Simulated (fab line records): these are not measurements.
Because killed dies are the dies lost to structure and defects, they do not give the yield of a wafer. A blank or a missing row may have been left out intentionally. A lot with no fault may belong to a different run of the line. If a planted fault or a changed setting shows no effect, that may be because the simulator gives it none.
Struck lot and sound lot, side by side / flow sky130 / 17 steps out of a route of 708
Sound: wafers L610.1, L610.3, L610.5. The struck wafers were L615.2, L615.4, L615.5. Last of all comes the cause.
For every step that has rows: the tool of each side, followed by ch and its chambers, followed by its first start. Under that, the readings that differ: sound wafers / struck wafers / difference of the means / sigmas: that difference in standard deviations of wafers without a fault.
alike: a reading whose means differ by less than 2 such deviations, as well as words and numbers matching on both sides. not compared: withheld readings; readings where some wafer has no value; bounds like >300 that might hide an equal value; numbers whose values overlap and for which the record gives no deviation.
Wherever a step has rows on one side only, a row that says differs or no value, or a row with sigmas, the two part there. Numbers that don't overlap but have no deviation are shown without sigmas and don't part them. Lack of a reading on every wafer of one side parts them only where that side has two or more wafers.

first, 1 step without rows for these wafers: SKY_VT_ADJUST_NCORE_IMPLANT_09.
SKY_VT_ADJUST_NCORE_STRIP_10: strips in O2/N2.
  sound on plasmaAsher-04 ch 0,1, day 10 23:04; struck on plasmaAsher-04 ch 0, day 13 22:33
reading=drypumpMotorCurrentA (A); sound=6.7 5.2 6.8; struck=5.2 5.2 5.2; difference=-1.0; sigmas=-2
  alike: oesProductAu, stripTimeToEndpointS
  not compared: rfHoursCounterH
SKY_VT_ADJUST_NCORE_TW_MEAS_11:
  sound: filmMetro-02 at day 10 23:10; struck: filmMetro-02 at day 13 22:40
  alike: VT_ADJUST_NCORE_TW
then, 7 steps without rows for these wafers: SKY_VT_ADJUST_HVTR_DEHYDRATE_00 (time 60 s); SKY_VT_ADJUST_HVTR_HMDS_01 (prime time 60 s); SKY_VT_ADJUST_HVTR_COAT_02 (resist thk 1140 nm); SKY_VT_ADJUST_HVTR_SOFTBAKE_03 (time 60 s); SKY_VT_ADJUST_HVTR_EXPOSE_04 (exposes mask HVTRM, target cd 380 nm); SKY_VT_ADJUST_HVTR_PEB_05; SKY_VT_ADJUST_HVTR_DEVELOP_06 (develop time 60 s).
SKY_VT_ADJUST_HVTR_CD_MEAS_07 targets a cd of 380 nm.
  sound: cdSem-02 at day 11 22:38; struck: cdSem-01 at day 14 23:43
reading=cdNm (nm); sound=383.1 383.4 384.0; struck=376.2 379.4 377.5; difference=-5.8; sigmas=-2
SKY_VT_ADJUST_HVTR_OVL_MEAS_08:
  sound: overlay-02 at day 11 22:46; struck: overlay-02 at day 14 23:49
  alike: VT_ADJUST_HVTR_OVL
SKY_VT_ADJUST_HVTR_IMPLANT_09:
  sound on implanter-02 ch 0, day 11 22:47; struck on implanter-03 ch 0, day 14 23:52
reading=doseIonsCm2; sound=2.098e+12 2.102e+12 2.1006e+12; struck=1.6777e+12 1.6693e+12 1.6738e+12; difference=-4.2660e+11; sigmas=-99 or more
reading=faradayCurrentUA; sound=11.66 11.93 11.72; struck=9.52 9.42 8.91; difference=-2.49; sigmas=-11
  alike: beamEnergyKeV, endStationPressureTorr
SKY_VT_ADJUST_HVTR_STRIP_10: strips in O2/N2.
  sound on plasmaAsher-02 ch 0,1, day 11 22:56; struck on plasmaAsher-01 ch 0, day 15 00:00
  alike: drypumpMotorCurrentA, oesProductAu, stripTimeToEndpointS
  not compared: rfHoursCounterH
SKY_VT_ADJUST_HVTR_TW_MEAS_11:
  sound: filmMetro-01 at day 11 23:02; struck: filmMetro-02 at day 15 00:07
reading=VT_ADJUST_HVTR_TW; sound=212.0 212.1 211.2; struck=196.7 196.7 196.8; difference=-15.0; sigmas=-6
then, 1 step without rows for these wafers: SKY_VT_ADJUST_PCH_DEHYDRATE_00 (time 60 s).
-- the record jumps here: 35 days lie between the struck wafers' starts before and after (it left off in module VT_ADJUST_PCH and takes up again in module PAD_OPEN, whose first step shown is number 708 of the route) --
SKY_PAD_OPEN_PROBE_99:
  sound: prober-01 at day 47 20:10; struck: prober-01 at day 50 03:01
reading=model.etest.pfet_01v8_mvt.driveUaUm; sound=145.4 143.5 143.1; struck=138.7 140.2 139.3; difference=-4.6; sigmas=
reading=model.etest.pfet_01v8_mvt.offLog10AUm; sound=-10.97 -10.99 -11.28; struck=-12.07 -11.94 -12.06; difference=-0.94; sigmas=
reading=model.etest.pfet_01v8_mvt.vtSatV (V); sound=-0.5893 -0.594 -0.5934; struck=-0.6573 -0.6617 -0.6672; difference=-0.0698; sigmas=
reading=model.etest.pfet_01v8_mvt.vtV (V); sound=-0.6715 -0.6741 -0.6757; struck=-0.732 -0.7353 -0.7418; difference=-0.063; sigmas=
reading=model.etest.pfet_01v8_mvt.vtLongV (V); sound=-0.8759 -0.879 -0.8815; struck=-0.9349 -0.9399 -0.937; difference=-0.0585; sigmas=
  alike: killed_at_M0_to_M3, killed_at_M4_up, killedAtContacts, killedAtFrontEnd, killedAtOther, killedDies, killedOpen, killedShort

WHERE THEY PART
First at SKY_VT_ADJUST_NCORE_STRIP_10; last, within this record, at SKY_VT_ADJUST_HVTR_TW_MEAS_11. Later steps at which nothing parts them and some readings are alike: SKY_PAD_OPEN_PROBE_99.

WHY: what had been put in by the simulator
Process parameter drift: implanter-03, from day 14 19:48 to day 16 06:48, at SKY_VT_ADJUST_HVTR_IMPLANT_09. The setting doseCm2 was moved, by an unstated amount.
